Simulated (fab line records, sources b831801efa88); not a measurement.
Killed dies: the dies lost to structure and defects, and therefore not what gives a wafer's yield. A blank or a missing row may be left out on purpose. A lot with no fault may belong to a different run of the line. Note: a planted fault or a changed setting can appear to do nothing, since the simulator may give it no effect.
fab line records	flow sky130	part 2 of 2: steps 33 to 42 of 42
record: lots: 5	wafers: 15	last_day: 50
route steps=708 shown POLY_CUT@316 SD_P@320 RES_XHIGH@332 SD_N@342
lots with no fault: from the same line, run without faults
start_h: hours from the record's opening day to when the first of the lot's shown wafers began	wait_h: hours elapsed since this lot's preceding step	" repeats the value in the row above	L1.1+2: a single row standing in for several wafers	- value missing, or start not given	* or withheld: withheld	< > ~ a bound
route shown NAME@n: NAME is a module with steps in the file, n the number in the route of the first one	usual: average and standard deviation across the fault-free wafers	same: alike in all rows	chamber/n: place in a boat	sites: readings site by site	_std_site: standard deviation of those values	_edge_site: the outer-site mean with the inner-site mean subtracted	radius_mm: for every site, how far away it sits from the centre of the wafer	mask NAME#n: copy n	behind: tool/chamber where the wafer was last shaped	hold: reason for holding the lot/hours on hold/outcome of the hold	device: whichever transistor did not switch (one of n, p or np)	end of line: tests of these same wafers at the route's end	where a step has no rows: the recipe by itself	killed: not the wafer's yield, but the dies lost to structure and defects at the first sort	map: the dies of a wafer, with x for killed, . for not killed, _ for no die there
set.NAME: the setting the step ran with; set.NAME@STEP: the setting that earlier step ran with	model.NAME: the simulator's own value behind a step, which no gauge read
lots at some steps of the route; a table a step, a row a wafer
services: the hour from which a tool's chamber was out of use, counted from the record's first day as start_h (under 0 if before that day), plus the number of hours and why
== steps ==
step: SKY_SD_N_DEVELOP_06
recipe: resist: NOVOLAK	developer: TMAH	develop_time_s: 60	dev_temp_c: 23
lot.wafer	tool	chamber	start_h	wait_h
L074.2+3+6	litho_track-02	0	640.78	0.1
L075.2+5+6	litho_track-03	0	658.66	0.1
L085.1+2+6	litho_track-03	0	740.38	0.1
L086.3+5+6	litho_track-02	0	748.76	0.1
L097.1+5+6	litho_track-03	0	833.58	0.1
step: SKY_SD_N_CD_MEAS_07
recipe: target_cd_nm: 380
usual: cd_nm: 380.5/2.8
lot.wafer	tool	chamber	start_h	wait_h	cd_nm
L074.2	cd_sem-01	-	640.93	0.1	386.4
L074.3	"	-	"	"	383.7
L074.6	"	-	"	"	384.9
L075.2	cd_sem-01	-	658.80	0.1	380.6
L075.5	"	-	"	"	380.1
L075.6	"	-	"	"	382.2
L085.1	cd_sem-02	-	740.53	0.1	380.3
L085.2	"	-	"	"	378.9
L085.6	"	-	"	"	381.6
L086.3	cd_sem-01	-	748.90	0.1	380.7
L086.5	"	-	"	"	380.9
L086.6	"	-	"	"	376.6
L097.1	cd_sem-02	-	833.73	0.1	380.3
L097.5	"	-	"	"	378.7
L097.6	"	-	"	"	377.8
step: SKY_SD_N_OVL_MEAS_08
usual: SD_N_OVL: 0.2/1.4
lot.wafer	tool	chamber	start_h	wait_h	SD_N_OVL[nm]
L074.2	overlay-02	-	641.03	0.1	-0.8
L074.3	"	-	"	"	0.5
L074.6	"	-	"	"	-0.4
L075.2	overlay-02	-	658.91	0.1	-0.5
L075.5	"	-	"	"	1.0
L075.6	"	-	"	"	0.3
L085.1	overlay-01	-	740.65	0.1	-0.2
L085.2	"	-	"	"	-0.3
L085.6	"	-	"	"	0.4
L086.3	overlay-01	-	748.99	0.1	-0.1
L086.5	"	-	"	"	-1.0
L086.6	"	-	"	"	-0.2
L097.1	overlay-01	-	833.85	0.1	2.9
L097.5	"	-	"	"	2.2
L097.6	"	-	"	"	2.3
step: SKY_SD_N_IMPLANT_09
recipe: species: As	energy_kev: 50	dose_cm2: 4e+15	tilt_deg: 0
usual: faraday_current_uA: 12229/450
lot.wafer	tool	chamber	start_h	wait_h	faraday_current_uA
L074.2	implanter-02	0	641.09	0.0	11544
L074.3	"	0	"	"	12179
L074.6	"	0	"	"	11894
L075.2	implanter-03	0	658.96	0.0	12563
L075.5	"	0	"	"	12629
L075.6	"	0	"	"	12536
L085.1	implanter-02	0	740.69	0.0	11532
L085.2	"	0	"	"	12169
L085.6	"	0	"	"	12176
L086.3	implanter-02	0	749.06	0.1	11645
L086.5	"	0	"	"	11834
L086.6	"	0	"	"	12226
L097.1	implanter-02	0	833.89	0.0	11849
L097.5	"	0	"	"	11945
L097.6	"	0	"	"	12117
step: SKY_SD_N_IMPLANT_10
recipe: species: P	energy_kev: 20	dose_cm2: 1e+14	tilt_deg: 0
usual: faraday_current_uA: 534/21
lot.wafer	tool	chamber	start_h	wait_h	faraday_current_uA
L074.2	implanter-02	0	641.24	0.1	531
L074.3	"	0	"	"	510
L074.6	"	0	"	"	535
L075.2	implanter-03	0	659.11	0.1	560
L075.5	"	0	"	"	564
L075.6	"	0	"	"	543
L085.1	implanter-02	0	740.84	0.1	511
L085.2	"	0	"	"	535
L085.6	"	0	"	"	526
L086.3	implanter-02	0	749.21	0.1	517
L086.5	"	0	"	"	528
L086.6	"	0	"	"	523
L097.1	implanter-02	0	834.04	0.1	518
L097.5	"	0	"	"	527
L097.6	"	0	"	"	504
step: SKY_SD_N_STRIP_11
recipe: chemistry: O2/N2	power_w: 1400	pressure_mtorr: 1500	platen_temp_c: withheld	o2_flow_sccm: 3000	n2_flow_sccm: 300	overash_fraction: 0.5
usual: drypump_motor_current_A: 5.2/0.45	oes_product_au: 0.527/0.0047	strip_time_to_endpoint_s: 22.53/0.043
lot.wafer	tool	chamber	start_h	wait_h	drypump_motor_current_A	oes_product_au	rf_hours_counter_h	strip_time_to_endpoint_s
L074.2	plasma_asher-01	0	641.36	0.1	4.9	0.523	97	22.50
L074.3	"	0	"	"	4.9	0.527	-	22.41
L074.6	"	0	"	"	4.9	0.522	-	22.47
L075.2	plasma_asher-01	1	659.24	0.1	5.1	0.530	99	22.58
L075.5	"	1	"	"	5.1	0.520	-	22.53
L075.6	"	0	"	"	4.9	0.527	-	22.59
L085.1	plasma_asher-04	0	740.99	0.1	5.9	0.527	62	22.57
L085.2	"	1	"	"	4.7	0.534	62	22.52
L085.6	"	0	"	"	5.9	0.528	-	22.57
L086.3	plasma_asher-04	1	749.35	0.1	4.7	0.526	-	22.54
L086.5	"	1	"	"	4.7	0.524	-	22.55
L086.6	"	0	"	"	6.0	0.522	-	22.53
L097.1	plasma_asher-03	1	834.19	0.1	5.3	0.521	98	22.48
L097.5	"	1	"	"	5.3	0.524	-	22.47
L097.6	"	0	"	"	5.5	0.534	-	22.48
step: SKY_SD_N_TW_MEAS_12
usual: SD_N_TW: 3982/20
lot.wafer	tool	chamber	start_h	wait_h	SD_N_TW
L074.2	film_metro-04	-	641.47	0.1	3972
L074.3	"	-	"	"	3964
L074.6	"	-	"	"	3962
L075.2	film_metro-03	-	659.35	0.1	3948
L075.5	"	-	"	"	3959
L075.6	"	-	"	"	3954
L085.1	film_metro-04	-	741.09	0.1	3994
L085.2	"	-	"	"	3957
L085.6	"	-	"	"	3958
L086.3	film_metro-01	-	749.43	0.1	4010
L086.5	"	-	"	"	4014
L086.6	"	-	"	"	4000
L097.1	film_metro-01	-	834.29	0.1	4001
L097.5	"	-	"	"	3989
L097.6	"	-	"	"	3996
step: SKY_SD_N_CLEAN_13
recipe: chemistry: SC1/SC2	mix: 1:4:20	temp_c: 70	time_s: 150	dry: n2_spin
lot.wafer	tool	chamber	start_h	wait_h
L074.2+3+6	wet_bench-03	0	641.52	0.0
L075.2+5+6	wet_bench-01	1	659.40	0.0
L085.1+2+6	wet_bench-03	3	741.15	0.1
L086.3+5+6	wet_bench-01	2	749.47	0.0
L097.1+5+6	wet_bench-04	0	834.35	0.1
step: SKY_SD_N_RTA_14
recipe: temp_c: 1075	time_s: 2	idle_temp_c: 650	ramp_up_c_per_s: 150	ramp_down_c_per_s: 90	ambient: N2
usual: lamp_power_pct: 15.74/0.055	wafer_temp_C_max: 1078.0/1.3
lot.wafer	tool	chamber	start_h	wait_h	lamp_power_pct	wafer_temp_C_max
L074.2	rtp_anneal-01	0	641.58	0.0	15.72	1077.7
L074.3	"	0	"	"	15.70	1078.9
L074.6	"	0	"	"	15.76	1079.5
L075.2	rtp_anneal-02	0	659.46	0.0	15.71	1077.5
L075.5	"	0	"	"	15.69	1079.2
L075.6	"	0	"	"	15.75	1078.5
L085.1	rtp_anneal-02	0	741.20	0.0	15.67	1078.0
L085.2	"	0	"	"	15.71	1076.7
L085.6	"	0	"	"	15.77	1076.2
L086.3	rtp_anneal-01	0	749.54	0.0	15.64	1079.3
L086.5	"	0	"	"	15.72	1076.7
L086.6	"	0	"	"	15.69	1075.6
L097.1	rtp_anneal-02	0	834.40	0.0	15.80	1077.6
L097.5	"	0	"	"	15.69	1078.0
L097.6	"	0	"	"	15.77	1080.2
step: SKY_SD_N_RS_MEAS_16
recipe: thk_meas_gauge: four-point-probe
usual: SD_N_RS: 68.58/0.11
lot.wafer	tool	chamber	start_h	wait_h	SD_N_RS[ohm/sq]
L074.2	film_metro-01	-	641.77	0.1	68.65
L074.3	"	-	"	"	68.71
L074.6	"	-	"	"	68.57
L075.2	film_metro-01	-	659.65	0.1	68.59
L075.5	"	-	"	"	68.72
L075.6	"	-	"	"	68.62
L085.1	film_metro-03	-	741.37	0.1	68.63
L085.2	"	-	"	"	68.58
L085.6	"	-	"	"	68.53
L086.3	film_metro-01	-	749.74	0.1	68.59
L086.5	"	-	"	"	68.69
L086.6	"	-	"	"	68.61
L097.1	film_metro-04	-	834.57	0.1	68.59
L097.5	"	-	"	"	68.76
L097.6	"	-	"	"	68.54
== services ==
tool	chamber	start_h	hours	kind
implanter-02	-	530.72	2.5	repair
iline_stepper-02	-	544.59	8.9	pm
implanter-02	-	551.21	5.7	pm
iline_stepper-02	-	553.48	1.7	pm
rie_diel-03	-	570.12	0.7	repair
implanter-04	-	573.32	13.5	pm
plasma_asher-01	-	578.85	2.8	pm
iline_stepper-01	-	588.98	1.7	pm
plasma_asher-01	-	591.32	3.3	repair
rie_diel-03	0	602.01	1.2	repair
plasma_asher-02	-	641.04	1.4	repair
rie_diel-03	2	693.62	4.0	repair
implanter-04	-	698.53	1.7	repair
rie_diel-03	2	708.98	8.7	repair
implanter-04	-	731.89	1.6	pm
plasma_asher-01	-	733.75	9.0	pm
plasma_asher-01	-	750.62	2.0	repair
implanter-02	-	766.89	3.9	pm
iline_stepper-02	-	768.92	1.7	pm
implanter-04	-	804.36	6.4	repair
rie_diel-03	1	804.36	6.8	repair
iline_stepper-01	-	807.16	1.7	pm
plasma_asher-02	-	827.12	2.6	repair
iline_stepper-01	-	827.67	2.1	pm
